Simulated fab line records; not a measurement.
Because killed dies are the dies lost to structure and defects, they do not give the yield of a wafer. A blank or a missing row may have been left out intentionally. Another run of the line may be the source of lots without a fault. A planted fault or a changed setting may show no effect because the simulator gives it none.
Matching of chambers	flow gf180mcu	3 sister chambers for GF_PASSIVATION_CVD_00 on pecvd-03
The step deposits SiO2 from TEOS, target thk 1000 nm, time 111.95 s. 16 wafers are shown with their chamber, then 8 later ones without.

== WAFERS WITH THEIR CHAMBER ==
wafer	chamber	heater_power_w (W)
L173.1	2	573
L173.2	0	732
L173.5	2	647
L174.2	1	564
L174.3	2	679
L174.6	0	590
L182.2	2	564
L182.3	0	721
L182.5	0	613
L183.3	1	600
L183.5	1	476
L183.6	0	604
L188.4	0	665
L188.5	1	568
L188.6	2	674
L194.1	0	608

SIGNATURES (means of the wafers above)
reading	chamber 0	chamber 1	chamber 2	scatter within a chamber
heater_power_w	647.57	552.00	627.40	56.5
Rule: a wafer lies at a distance from a chamber equal to the root of the sum of squares, over the readings, of (its reading less the chamber's mean, divided by the reading's scatter). The wafer belongs to the nearest chamber; if the next one is less than 2 further off, it can't be placed. The scatter: take each reading less its chamber's mean, square it, sum over the shown wafers, divide by the number of wafers less the number of chambers, and take the root.

== WAFERS WITHOUT THEIR CHAMBER ==
wafer	heater_power_w (W)
L194.2	585
L194.4	681
L195.1	620
L195.2	752
L195.3	480
L196.1	548
L196.4	587
L196.6	593

== WHICH CHAMBER EACH ONE RAN IN ==
wafer	from the rows above	in truth
L194.2	can't be placed: 1 or 2 or 0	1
L194.4	can't be placed: 0 or 2 or 1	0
L195.1	can't be placed: 2 or 0 or 1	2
L195.2	can't be placed: 0 or 2 or 1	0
L195.3	can't be placed: 1 or 2 or 0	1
L196.1	can't be placed: 1 or 2 or 0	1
L196.4	can't be placed: 1 or 2 or 0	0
L196.6	can't be placed: 2 or 1 or 0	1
Correct placement for 0 of the 8. From these rows, 8 cannot be placed; in 8 the true chamber is one of the candidates. Number placed wrongly: 0.
